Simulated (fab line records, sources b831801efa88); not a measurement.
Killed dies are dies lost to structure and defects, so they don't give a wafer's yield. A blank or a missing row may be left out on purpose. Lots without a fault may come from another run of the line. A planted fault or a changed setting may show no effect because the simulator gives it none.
Chamber matching | flow gf180mcu | GF_V2_CMP_04 on cmp-02: 4 sister chambers
The step polishes SiO2. 14 wafers are shown with their chamber, then 7 later ones without.

WAFERS WITH THEIR CHAMBER
wafer  | chamber | motor_current_A (A) | time_to_endpoint_s (s) | slurry_flow_ml_min
L295.3 | 2       | 12.9                | 76                     | 150.8
L295.5 | 0       | 11.9                | 77                     | 150.6
L295.6 | 1       | 12.3                | 84                     | 151.2
L297.1 | 2       | 13.0                | 75                     | 150.6
L297.3 | 0       | 11.4                | 77                     | 149.5
L297.4 | 1       | 12.0                | 78                     | 149.1
L296.1 | 0       | 11.5                | 70                     | 150.1
L296.2 | 2       | 12.3                | 72                     | 149.6
L296.5 | 3       | 10.9                | 81                     | 150.3
L309.2 | 1       | 11.8                | 81                     | 150.3
L309.4 | 0       | 11.6                | 84                     | 149.6
L309.5 | 2       | 13.5                | 87                     | 150.2
L314.3 | 3       | 11.0                | 72                     | 149.9
L314.5 | 2       | 12.6                | 79                     | 150.2

SIGNATURES (means of the wafers above)
reading            | chamber 0 | chamber 1 | chamber 2 | chamber 3 | scatter within a chamber
motor_current_A    | 11.600    | 12.033    | 12.860    | 10.950    | 0.329
time_to_endpoint_s | 77.00     | 81.00     | 77.80     | 76.50     | 5.36
slurry_flow_ml_min | 149.950   | 150.200   | 150.280   | 150.100   | 0.626
Rule: a wafer's distance from a chamber is the root of the sum, over the readings, of the square of ((its reading less the chamber's mean) divided by the reading's scatter). The wafer belongs to the nearest chamber; if the next one is less than 2 further off, it can't be placed. The scatter: the root of (the sum of the squares of (reading less its chamber's mean) over the shown wafers, divided by (wafers less chambers)).

WAFERS WITHOUT THEIR CHAMBER
wafer  | motor_current_A (A) | time_to_endpoint_s (s) | slurry_flow_ml_min
L314.6 | 10.9                | 75                     | 150.0
L316.2 | 11.8                | 74                     | 150.1
L316.3 | 12.3                | 73                     | 150.3
L316.6 | 13.4                | 80                     | 150.6
L317.3 | 11.0                | 83                     | 150.3
L317.4 | 12.6                | 88                     | 150.2
L317.6 | 10.6                | 90                     | 149.8

WHICH CHAMBER EACH WENT THROUGH
wafer  | from the rows above          | in truth
L314.6 | can't be placed: 3 or 0      | 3
L316.2 | can't be placed: 0 or 1 or 3 | 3
L316.3 | can't be placed: 1 or 2 or 0 | 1
L316.6 | 2                            | 2
L317.3 | can't be placed: 3 or 0 or 1 | 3
L317.4 | can't be placed: 2 or 1 or 0 | 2
L317.6 | can't be placed: 3 or 0 or 1 | 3
Placed correctly: 1 of 7. Can't be placed from these rows: 6 (the true chamber is among the candidates in 6). Placed wrongly: 0.
